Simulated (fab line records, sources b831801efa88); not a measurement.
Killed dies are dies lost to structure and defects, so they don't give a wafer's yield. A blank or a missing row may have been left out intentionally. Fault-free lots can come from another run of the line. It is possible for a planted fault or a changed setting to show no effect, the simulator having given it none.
What tool caused it? + flow sfqLine + 7 lots, 21 wafers sampled, at 2 steps of a route of 325

== WHAT THE GAUGES SHOWED, per wafer ==
SFQ_M3_OVL_MEAS_921.
| lot  | measured     | on         | M3_OVL (nm) |
|------|--------------|------------|-------------|
| L717 | day 46 22:01 | overlay-02 | -2 3 5      |
| L719 | day 48 15:43 | overlay-02 | -1 -7 1     |
| L723 | day 50 17:10 | overlay-01 | 0 -5 1      |
| L725 | day 51 05:10 | overlay-01 | -2 1 6      |
| L731 | day 54 01:37 | overlay-01 | 21 14 14    |
| L736 | day 55 00:40 | overlay-02 | -8 -11 -2   |
| L738 | day 55 18:26 | overlay-02 | 12 3 7      |

== EACH LOT AND THE TOOL THAT RAN IT (in order: tool; ch and the chambers of the sampled wafers; start) ==
| lot  | SFQ_TRILAYER_M0_LITHO_PEB_024    |
|------|----------------------------------|
| L717 | lithoTrack-03 ch 0, day 14 11:32 |
| L719 | lithoTrack-03 ch 0, day 15 03:11 |
| L723 | lithoTrack-04 ch 0, day 17 03:34 |
| L725 | lithoTrack-01 ch 0, day 17 14:22 |
| L731 | lithoTrack-04 ch 0, day 20 02:37 |
| L736 | lithoTrack-04 ch 0, day 21 14:43 |
| L738 | lithoTrack-01 ch 0, day 22 06:17 |
- SFQ_TRILAYER_M0_LITHO_PEB_024: peb time 60 s.

== THE ANSWER, worked out from the rows above alone ==
Rule: usual is defined by the lots themselves. The widest of any qualifying gaps counts: lots, ordered by their means at a reading, are off when they make up no more than a third of the lots, leave a main group of 4 or more, and stand apart from it by 3 or more times the standard deviation of that group's means. If all means in a main group match to the digits the tables above print for the reading, that group is not used. Also off: a lot with no number at a reading for which 4 or more lots have one. Any other lot the step has rows for is counted as sound.
Across all readings shown, no lot is off: no conclusion can be drawn from this.

== WHAT THE SIMULATOR PUT IN ==
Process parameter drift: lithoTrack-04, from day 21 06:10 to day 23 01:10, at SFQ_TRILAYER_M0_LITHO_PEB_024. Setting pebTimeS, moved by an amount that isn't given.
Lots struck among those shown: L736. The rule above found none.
